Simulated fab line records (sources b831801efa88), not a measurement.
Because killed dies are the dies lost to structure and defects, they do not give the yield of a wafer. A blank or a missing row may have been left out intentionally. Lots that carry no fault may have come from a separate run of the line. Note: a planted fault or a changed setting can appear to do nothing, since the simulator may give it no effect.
Split-lot trial ; flow sfqLine ; route with 325 steps; 5 lots, 27 wafers read

THE SPLIT
At SFQ_TRILAYER_M4_DEP_SPUTTER_091 (material Nb, target thk 200 nm, time 133.3 s), the setting timeS was moved away from the recipe's 133.3 s on 9 of the 27 wafers read, by -43.1% to +49.1%. The other wafers ran this setting at the recipe's value.

The file shows no step between the split and the reading.

THE READING
Measured at SFQ_M4_RS_MEAS_924 by four-point probe: M4_NB_RS, in ohm/sq. A value of 0.880 ohm/sq with a standard deviation of 0.0096 ohm/sq is what fault-free wafers of this fab line usually give.

wafer;tool, chamber at the split;timeS as run, s;against the recipe;M4_NB_RS, ohm/sq;against lot-mates on the recipe
L076.1;pvdSputter-04, -;75.84;-43.1%;1.549;+0.668
L076.2;pvdSputter-04, -;75.84;-43.1%;1.593;+0.712
L076.3;pvdSputter-04, -;133.3;recipe;0.883;-
L076.4;pvdSputter-04, -;133.3;recipe;0.881;-
L076.5;pvdSputter-04, -;75.84;-43.1%;1.556;+0.675
L076.6;pvdSputter-04, -;133.3;recipe;0.880;-
L077.1;pvdSputter-04, -;133.3;recipe;0.911;-
L077.2;pvdSputter-04, -;179.3;+34.5%;0.662;-0.236
L077.3;pvdSputter-04, -;179.3;+34.5%;0.665;-0.233
L077.4;pvdSputter-04, -;133.3;recipe;0.893;-
L077.5;pvdSputter-04, -;133.3;recipe;0.891;-
L077.6;pvdSputter-04, -;179.3;+34.5%;0.660;-0.238
L079.1;pvdSputter-06, -;133.3;recipe;0.874;-
L079.2;pvdSputter-06, -;133.3;recipe;0.884;-
L079.3;pvdSputter-06, -;133.3;recipe;0.869;-
L079.4;pvdSputter-06, -;133.3;recipe;0.879;-
L079.5;pvdSputter-06, -;133.3;recipe;0.867;-
L079.6;pvdSputter-06, -;133.3;recipe;0.865;-
L081.1;pvdSputter-06, -;133.3;recipe;0.884;-
L081.2;pvdSputter-06, -;133.3;recipe;0.891;-
L081.3;pvdSputter-06, -;133.3;recipe;0.878;-
L081.4;pvdSputter-06, -;198.8;+49.1%;0.594;-0.290
L081.5;pvdSputter-06, -;198.8;+49.1%;0.591;-0.293
L081.6;pvdSputter-06, -;198.8;+49.1%;0.587;-0.297
L084.1;pvdSputter-06, -;133.3;recipe;0.882;-
L084.4;pvdSputter-06, -;133.3;recipe;0.874;-
L084.5;pvdSputter-06, -;133.3;recipe;0.876;-

FIT RESULTS
A straight line over all 27 wafers: M4_NB_RS changes by -0.00987 ohm/sq for each +1% of timeS; r = -0.93; the points scatter about the line by 0.1 ohm/sq.
The same after taking each lot's own level away (the mean of its wafers on the recipe; 27 wafers): -0.01 ohm/sq for each +1%; r = -0.93; scatter 0.099 ohm/sq.
On that fit, the largest move of timeS shifts the reading by 0.49 ohm/sq.
Across the lots, their own levels run from 0.8730 to 0.8983 ohm/sq, a range of 2.6 times the standard deviation given above.
The two slopes agree, so the slope changes little with the lot-to-lot level.
Check: for one of the wafers moved furthest among these (+49.1%), held out of the fit, the line's prediction against its lot-mates is -0.456 ohm/sq. It came out at -0.29 ohm/sq against them.

OTHER SPLITS APPLIED TO THESE WAFERS
These wafers also went through other splits before the reading. Each is held against what the fit with the lots' levels taken away leaves over:
other split on the same wafers;wafers away from the commonest value;r with M4_NB_RS (lot level and that fit taken away)
SFQ_TRILAYER_INCOMING_OXIDATION_002 oxTimeS;12;-0.02
SFQ_TRILAYER_M0_BARC_OPEN_METAL_ETCH_031 timeS;12;+0.05
SFQ_TRILAYER_M1_ETCH_METAL_ETCH_042 timeS;6;+0.26
SFQ_TRILAYER_M3_DEP_SPUTTER_073 timeS;6;-0.19

THE WHOLE CHAIN: every reading that the file lists as answering this split, in the file's order
step;what it does;reading;change (the file's fit);r (the file's)
SFQ_TRILAYER_M4_DEP_SPUTTER_091;material Nb, target thk 200 nm, time 133.3 s;Nb_of_TRILAYER_M4_DEP_SPUTTER_091.thkNm (the simulator's own value, which no gauge read);+2.02 nm for each +1% of the setting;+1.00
SFQ_M4_RS_MEAS_924;measures by four-point-probe;M4_NB_RS;-0.00953 for each +1% of the setting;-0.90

THE FILE'S OWN FIT
M4_NB_RS changes by -0.00953 ohm/sq for each +1% of timeS, r = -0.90.
